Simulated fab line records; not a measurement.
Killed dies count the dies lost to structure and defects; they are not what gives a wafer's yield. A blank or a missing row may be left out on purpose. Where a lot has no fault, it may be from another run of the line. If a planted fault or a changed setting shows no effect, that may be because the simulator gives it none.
What tool caused it? | flow sky130 | Sampling: 13 lots, 39 wafers, 2 of 708 route steps

== WHAT THE GAUGES SHOWED, per wafer ==
SKY_LDD_N_TW_MEAS_17. Usual: LDD_N_TW gives 2570 (standard deviation 24).
lot  | measured     | on           | LDD_N_TW       | flag
L126 | day 17 16:04 | filmMetro-02 | 2543 2549 2535 | 
L127 | day 17 21:28 | filmMetro-02 | 2527 2542 2544 | 
L128 | day 18 05:01 | filmMetro-03 | 2610 2605 2604 | 
L131 | day 20 06:32 | filmMetro-03 | 2596 2604 2595 | 
L130 | day 20 10:33 | filmMetro-04 | 2579 2565 2585 | 
L133 | day 20 14:34 | filmMetro-03 | 2595 2597 2594 | 
L132 | day 20 15:52 | filmMetro-02 | 2552 2564 2566 | 
L134 | day 20 19:48 | filmMetro-03 | 2598 2612 2593 | 
L142 | day 23 12:44 | filmMetro-04 | 2569 2578 2560 | 
L143 | day 23 16:54 | filmMetro-02 | 2535 2546 2538 | 
L144 | day 24 03:05 | filmMetro-02 | 2557 2541 2552 | 
L146 | day 24 16:55 | filmMetro-02 | 2546 2542 2547 | 
L149 | day 25 15:47 | filmMetro-04 | 2577 2558 2571 | 

== EACH LOT AND THE TOOL THAT RAN IT (in order: tool; ch and the chambers of the sampled wafers; start) ==
lot  | SKY_POLY_GATE_ETCH_15
L126 | rieDiel-03 ch 0,1,2, day 16 00:13
L127 | rieDiel-01 ch 0,2,3, day 16 10:53
L128 | rieDiel-03 ch 1,3, day 16 18:46
L131 | rieDiel-02 ch 0,2,3, day 18 20:02
L130 | rieDiel-02 ch 0,2, day 19 01:11
L133 | rieDiel-02 ch 0,2,3, day 19 05:55
L132 | rieDiel-01 ch 0,1,2, day 19 06:34
L134 | rieDiel-02 ch 0,1, day 19 09:55
L142 | rieDiel-03 ch 1,2, day 22 03:31
L143 | rieDiel-03 ch 1,2,3, day 22 07:50
L144 | rieDiel-03 ch 1,3, day 22 17:56
L146 | rieDiel-01 ch 1,2,3, day 23 08:07
L149 | rieDiel-01 ch 0,1,2, day 24 08:20
- SKY_POLY_GATE_ETCH_15: etches BARC in N2/H2, stops on SiO2, time 118.5 s, target depth 110 nm.

== AS READ BY THE TOOLS THEMSELVES (means over the sampled wafers that have a number; for cases with no such wafer, the mark the record gives instead) ==
SKY_POLY_GATE_ETCH_15. Usual: drypumpMotorCurrentA 5.8 A, standard deviation 0.47; h2FlowSccm 199.9 sccm, standard deviation 0.57; oesProductAu 0.717 a.u., standard deviation 0.0047; throttleValvePct 13.213 %, standard deviation 0.0099.
lot  | tool       | drypumpMotorCurrentA (A) | h2FlowSccm (sccm) | oesProductAu (a.u.) | throttleValvePct (%) | flag
L126 | rieDiel-03 | 6.1                      | 199.4             | 0.717               | 13.205               | 
L127 | rieDiel-01 | 5.6                      | 200.4             | 0.716               | 13.206               | 
L128 | rieDiel-03 | 5.7                      | 200.3             | 0.719               | 13.209               | 
L131 | rieDiel-02 | 6.1                      | 200.1             | 0.719               | 13.223               | 
L130 | rieDiel-02 | 6.1                      | 199.3             | 0.718               | 13.217               | 
L133 | rieDiel-02 | 6.1                      | 199.7             | 0.715               | 13.213               | 
L132 | rieDiel-01 | 5.2                      | 199.7             | 0.716               | 13.211               | 
L134 | rieDiel-02 | 5.9                      | 200.5             | 0.714               | 13.218               | 
L142 | rieDiel-03 | 6.0                      | 199.7             | 0.714               | 13.219               | 
L143 | rieDiel-03 | 5.8                      | 200.1             | 0.718               | 13.222               | 
L144 | rieDiel-03 | 5.6                      | 199.9             | 0.721               | 13.216               | 
L146 | rieDiel-01 | 5.4                      | 200.1             | 0.718               | 13.226               | 
L149 | rieDiel-01 | 5.2                      | 199.5             | 0.714               | 13.219               | 

== THE ANSWER, worked out from the rows above alone ==
Rule: lot off if the mean of its wafers having a number is beyond 3 standard deviations from the usual mean. A lot without any number at a reading at which 4 lots or more have one is off too. The other lots that the step has rows for count as sound. After the gauges, taken in route order, come the tools' own readings; for these a lot's mean is taken, as printed above. At the first step where some lot is off, the reading lying furthest off is the one used; lots without a number count as furthest.
Nothing can be told from this: no lot is off at any reading shown.

== WHAT THE SIMULATOR HAD PUT IN ==
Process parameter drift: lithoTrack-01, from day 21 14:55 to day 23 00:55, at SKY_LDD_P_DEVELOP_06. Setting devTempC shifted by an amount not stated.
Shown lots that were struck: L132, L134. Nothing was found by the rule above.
